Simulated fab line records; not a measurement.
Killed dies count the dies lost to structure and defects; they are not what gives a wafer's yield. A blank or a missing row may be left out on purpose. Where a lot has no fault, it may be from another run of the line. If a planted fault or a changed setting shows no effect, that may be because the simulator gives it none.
A struck lot beside a sound one | flow sky130 | 15 steps out of a route of 708
Sound: these wafers, L619.1, L619.3, L619.5. Struck: wafer L628.5 (left out: L628.1, L628.4 of the same lot, which were not struck); the cause appears at the end.
Each step with rows lists, per side, the tool, then ch with its chambers, then its first start. Under that, the readings that differ: sound wafers | struck wafers | difference of the means | sigmas: that difference in standard deviations of wafers without a fault.
alike: words and numbers the same on both sides, and readings whose means are apart by under 2 such deviations; not compared: readings that were withheld, readings missing a value for some wafer, numbers with overlapping values and no deviation given by the record, and bounds like >300 which may hide the same value.
A row with sigmas, a row that says differs or no value, or rows on one side alone: a step with any of these is where the two part. Numbers that have no deviation but don't overlap get no sigmas and don't part them. Lack of a reading on every wafer of one side parts them only where that side has two or more wafers.

SKY_CONTACT_ETCH_16: etches BARC in N2/H2, stops on SiO2, time 45.9 s, target depth 60 nm.
  sound on rie-diel-04 ch 0,1,3, day 35 10:52; struck on rie-diel-01 ch 0, day 38 00:49
  alike: drypump-motor-current-A, oes-product-au, throttle-valve-pct
  not compared: rf-hours-counter-h
SKY_CONTACT_ETCH_17: etches SiO2 in C4F8/O2/Ar, stops on Si3N4, target depth 340 nm.
  sound on rie-diel-04 ch 0,1,3, day 35 10:55; struck on rie-diel-01 ch 0, day 38 00:52
  alike: oes-product-au
then, 5 steps without rows for these wafers: SKY_CONTACT_ETCH_18 (etches Si3N4 in CHF3/O2, stops on TiN, time 39 s, target depth 75 nm); SKY_CONTACT_STRIP_19 (strips in O2/N2); SKY_CONTACT_STRIP_20 (strips in post etch residue remover, time 1200 s); SKY_CONTACT_CLEAN_21 (cleans in IPA, time 180 s); SKY_CONTACT_CLEAN_22 (cleans in O3/DIW).
SKY_CONTACT_SPUTTER_23: material TiN, target thk 20 nm, time 80 s.
  struck on pvd-sputter-01, day 38 01:37; sound on pvd-sputter-03, day 35 11:36
  alike: cathode-dc-power-W, throttle-valve-pct
SKY_CONTACT_CVD_24: deposits W, target thk 340 nm, time 102.12 s.
  sound on cvd-w-01 ch 0,1, day 35 11:40; struck on cvd-w-01 ch 1, day 38 01:41
  alike: heater-power-w
SKY_CONTACT_RS_MEAS_25: a four-point-probe measurement.
  struck on film-metro-04, day 38 01:48; sound on film-metro-02, day 35 11:46
  alike: CONTACT_W_RS
SKY_CONTACT_THK_MEAS_26: measures by xrf.
  struck on film-metro-04, day 38 01:55; sound on film-metro-02, day 35 11:53
  alike: CONTACT_W_THK
then, 1 step without rows for these wafers: SKY_CONTACT_CMP_27 (polishes, stops on SiO2, t overpolish 15 s, target thk 0 nm).
SKY_METAL1_SPUTTER_00: material Ti, target thk 15 nm, time 10 s.
  struck on pvd-sputter-04, day 38 02:17; sound on pvd-sputter-04, day 35 12:16
  reading                                   | sound             | struck | difference | sigmas
  model.Ti_of_METAL1_SPUTTER_00.thk-nm (nm) | 14.79 15.01 14.77 | 18.21  | +3.35      |
  alike: cathode-dc-power-W, throttle-valve-pct
SKY_METAL1_SPUTTER_01: material TiN, target thk 20 nm, time 16.7 s.
  struck on pvd-sputter-04, day 38 02:18; sound on pvd-sputter-04, day 35 12:17
  alike: cathode-dc-power-W, throttle-valve-pct
-- the record jumps here: 13 days lie between the struck wafers' starts before and after (it left off in module METAL1 and takes up again in module PAD_OPEN, whose first step shown is number 708 of the route) --
SKY_PAD_OPEN_PROBE_99:
  struck on prober-02, day 50 22:19; sound on prober-01, day 49 03:56
  alike: defect-limited-yield, killed_at_M0_to_M3, killed_at_M4_up, killed-at-contacts, killed-at-front-end, killed-at-other, killed-dies, killed-open, killed-short, sort_bin_3_pad_short, sort_bin_5_function, sort_bin_6_memory, sort-n-pass, sort-yield-pct

WHERE THEY PART
Nowhere in this record.

WHY: what had been put in by the simulator
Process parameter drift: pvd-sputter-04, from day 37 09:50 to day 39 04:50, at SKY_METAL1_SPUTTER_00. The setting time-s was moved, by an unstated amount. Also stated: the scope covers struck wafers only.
